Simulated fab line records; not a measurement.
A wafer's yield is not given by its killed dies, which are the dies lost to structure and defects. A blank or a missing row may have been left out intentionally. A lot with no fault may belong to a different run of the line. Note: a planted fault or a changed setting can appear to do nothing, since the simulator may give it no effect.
A lot that was struck, set against a sound lot + flow gf180mcu + 28 steps out of a route of 602
Sound: the wafers L917.2, L917.4, L917.6. The struck wafers were L923.2, L923.4, L923.5. At the end, the cause is stated.
Per side, at each step with rows, come the tool, then ch with its chambers, and then its first start. Under that, the readings that differ: sound wafers + struck wafers + difference of the means + sigmas: that difference in standard deviations of wafers without a fault.
alike: a reading whose means differ by less than 2 such deviations, as well as words and numbers matching on both sides. not compared: withheld readings; readings where some wafer has no value; bounds like >300 that might hide an equal value; numbers whose values overlap and for which the record gives no deviation.
Wherever a step has rows on one side only, a row that says differs or no value, or a row with sigmas, the two part there. Numbers that don't overlap but have no deviation are shown without sigmas and don't part them. Lack of a reading on every wafer of one side parts them only where that side has two or more wafers.

first, 1 step without rows for these wafers: GF_VT_IMPLANT_IMPLANT_41.
GF_VT_IMPLANT_STRIP_42: strips in O2/N2.
  sound on plasma_asher-03 ch 1, day 8 09:20; struck on plasma_asher-04 ch 0,1, day 9 22:07
  alike: drypump_motor_current_A, heater_power_w, oes_product_au, strip_time_to_endpoint_s
  not compared: rf_hours_counter_h
GF_VT_IMPLANT_TW_MEAS_43:
  sound: film_metro-01 at day 8 09:26; struck: film_metro-01 at day 9 22:14
  alike: VT_IMPLANT_4_TW
then, 1 step without rows for these wafers: GF_VT_IMPLANT_CLEAN_44 (cleans in SC1/SC2, time 150 s).
GF_VT_IMPLANT_RTA_45: time 30 s.
  sound on rtp_anneal-01 ch 0, day 8 09:34; struck on rtp_anneal-01 ch 0, day 9 22:20
  alike: lamp_power_pct, wafer_temp_C_max
GF_VT_IMPLANT_RS_MEAS_46: a four-point-probe measurement.
  sound: film_metro-02 at day 8 09:40; struck: film_metro-01 at day 9 22:27
  alike: MVSD_RS
GF_VT_IMPLANT_RS_MEAS_47: a four-point-probe measurement.
  sound: film_metro-02 at day 8 09:47; struck: film_metro-01 at day 9 22:34
  alike: NWELL_RS
GF_VT_IMPLANT_RS_MEAS_48: a four-point-probe measurement.
  sound: film_metro-02 at day 8 09:54; struck: film_metro-01 at day 9 22:41
  alike: LVPWELL_RS
GF_VT_IMPLANT_RS_MEAS_49: a four-point-probe measurement.
  sound: film_metro-02 at day 8 10:01; struck: film_metro-01 at day 9 22:49
  alike: MVPSD_RS
then, 3 steps without rows for these wafers: GF_VT_IMPLANT_WET_ETCH_50 (etches SiO2 in dHF, target depth 20 nm, time 400 s); GF_DUAL_GATE_CLEAN_00 (cleans in SC1/SC2, time 150 s); GF_DUAL_GATE_CLEAN_01 (cleans in dHF, time 20 s).
GF_DUAL_GATE_OXIDATION_02: stabilise 600 s, purge 300 s, target thk 10.887 nm.
  sound on furnace-02 ch 0, day 8 10:55; struck on furnace-02 ch 0, day 10 03:29
| reading                                          | sound             | struck               | difference | sigmas |
|--------------------------------------------------|-------------------|----------------------|------------|--------|
| ox_time_s (s)                                    | 1602 1602 1602    | 3043.8 3043.8 3043.8 | +1441.8    |        |
| model.SiO2_of_DUAL_GATE_OXIDATION_02.thk_nm (nm) | 10.99 10.75 10.96 | 16.48 16.7 16.66     | +5.71      |        |
  alike: ox_temp_c, spike_tc_top_C, zone_power_centre_pct, zone_power_upper_pct
GF_DUAL_GATE_THK_MEAS_03:
  sound: film_metro-03 at day 8 12:23; struck: film_metro-04 at day 10 04:56
| reading                         | sound             | struck            | difference | sigmas |
|---------------------------------|-------------------|-------------------|------------|--------|
| DUAL_GATE_OXIDATION_00_THK (nm) | 10.96 10.75 10.90 | 16.42 16.71 16.66 | +5.73      | +25    |
then, 3 steps without rows for these wafers: GF_DUAL_GATE_DEHYDRATE_04 (time 60 s); GF_DUAL_GATE_HMDS_05 (prime time 60 s); GF_DUAL_GATE_COAT_06 (resist thk 1000 nm).
GF_DUAL_GATE_SOFTBAKE_07: time 60.93 s.
  sound on litho_track-04 ch 0, day 8 19:47; struck on litho_track-03 ch 0, day 10 13:05
  alike: plate_sensor_t_centre_C, plate_sensor_t_edge_C, resist_line_temp_C
then, 3 steps without rows for these wafers: GF_DUAL_GATE_EXPOSE_08 (exposes mask Dualgate, target cd 700 nm); GF_DUAL_GATE_PEB_09; GF_DUAL_GATE_DEVELOP_10 (develop time 60 s).
GF_DUAL_GATE_OVL_MEAS_11:
  sound: overlay-01 at day 9 04:13; struck: overlay-01 at day 10 21:52
  alike: DUAL_GATE_OVL
then, 1 step without rows for these wafers: GF_DUAL_GATE_WET_ETCH_12 (etches SiO2 in dHF, target depth 13 nm, time 260 s).
GF_DUAL_GATE_STRIP_13: strips in O2/N2.
  sound on plasma_asher-02 ch 0,1, day 9 04:20; struck on plasma_asher-03 ch 0,1, day 10 21:59
  alike: drypump_motor_current_A, heater_power_w, oes_product_au, strip_time_to_endpoint_s
  not compared: rf_hours_counter_h
then, 1 step without rows for these wafers: GF_DUAL_GATE_CLEAN_14 (cleans in SC1/SC2, time 150 s).
GF_DUAL_GATE_OXIDATION_15: stabilise 600 s, purge 300 s, target thk 7.098 nm.
  sound on furnace-02 ch 0, day 9 04:29; struck on furnace-01 ch 0, day 10 22:08
| reading                                          | sound             | struck            | difference | sigmas |
|--------------------------------------------------|-------------------|-------------------|------------|--------|
| ox_temp_c (C)                                    | 849.4 849.2 849.2 | 850.4 850.5 849.8 | +1.0       | +2     |
| zone_power_centre_pct (%)                        | 18.6 18.8 19.1    | 15.8 15.3 15.9    | -3.2       | -2     |
| model.SiO2_of_DUAL_GATE_OXIDATION_02.thk_nm (nm) | 14.73 14.53 14.71 | 19.35 19.54 19.54 | +4.82      |        |
  alike: ox_time_s, spike_tc_top_C, zone_power_upper_pct
then, 1 step without rows for these wafers: GF_POLY_GATE_CVD_00 (deposits poly-Si, target thk 200 nm, time 1200 s).
GF_PASSIVATION_PROBE_99:
  the record holds rows for the sound wafers here (prober-01, day 30 03:33) but none for the struck ones

WHERE THEY PART
First at GF_DUAL_GATE_THK_MEAS_03; last, within this record, at GF_PASSIVATION_PROBE_99.

WHY: what had been put in by the simulator
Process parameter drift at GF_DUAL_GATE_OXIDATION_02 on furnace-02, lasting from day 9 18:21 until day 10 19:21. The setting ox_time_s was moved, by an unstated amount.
